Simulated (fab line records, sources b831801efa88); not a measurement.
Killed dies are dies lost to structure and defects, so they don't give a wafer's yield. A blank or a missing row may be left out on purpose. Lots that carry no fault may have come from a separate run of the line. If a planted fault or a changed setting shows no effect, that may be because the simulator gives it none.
Which tool did it? :: flow sky130 :: 21 wafers from 7 lots sampled at 2 of the route's 708 steps

== WHAT THE GAUGES READ, wafer by wafer ==
SKY_METAL4_CD_MEAS_13 targets a cd of 300 nm.
lot: L693
measured: day 42 22:32
on: cdSem-02
cdNm (nm): 299.3 299.1 299.1

lot: L694
measured: day 43 01:49
on: cdSem-02
cdNm (nm): 299.2 300.7 300.0

lot: L700
measured: day 44 12:28
on: cdSem-02
cdNm (nm): 303.4 302.4 301.5

lot: L704
measured: day 45 07:27
on: cdSem-01
cdNm (nm): 301.3 300.4 301.2

lot: L706
measured: day 46 04:57
on: cdSem-02
cdNm (nm): 298.9 299.3 299.7

lot: L711
measured: day 47 05:57
on: cdSem-02
cdNm (nm): 301.3 300.5 301.0

lot: L713
measured: day 47 19:08
on: cdSem-02
cdNm (nm): 302.2 301.8 301.9

== WHAT TOOL EACH LOT RAN ON (gives the tool, then ch and the chambers of the sampled wafers, and finally the start) ==
lot: L693
SKY_CAP2M_CVD_00: pecvd-04 ch 0,2, day 41 00:07

lot: L694
SKY_CAP2M_CVD_00: pecvd-03 ch 0,1, day 41 02:25

lot: L700
SKY_CAP2M_CVD_00: pecvd-01 ch 0,1, day 42 14:26

lot: L704
SKY_CAP2M_CVD_00: pecvd-03 ch 1,2, day 43 10:41

lot: L706
SKY_CAP2M_CVD_00: pecvd-01 ch 1,2, day 44 08:46

lot: L711
SKY_CAP2M_CVD_00: pecvd-01 ch 0,2, day 45 11:52

lot: L713
SKY_CAP2M_CVD_00: pecvd-01 ch 0,1, day 46 00:22
- SKY_CAP2M_CVD_00: deposits SiO2, target thk 15.5 nm.

== THE ANSWER, worked out from the rows above alone ==
Rule: the usual values come from the lots themselves. The widest of any qualifying gaps counts: lots, ordered by their means at a reading, are off when they make up no more than a third of the lots, leave a main group of 4 or more, and stand apart from it by 3 or more times the standard deviation of that group's means. If all means in a main group match to the digits the tables above print for the reading, that group is not used. A lot without any number at a reading at which 4 lots or more have one is off too. The other lots that the step has rows for count as sound.
Nothing can be told from this: no lot is off at any reading shown.

== WHAT HAD BEEN PUT IN BY THE SIMULATOR ==
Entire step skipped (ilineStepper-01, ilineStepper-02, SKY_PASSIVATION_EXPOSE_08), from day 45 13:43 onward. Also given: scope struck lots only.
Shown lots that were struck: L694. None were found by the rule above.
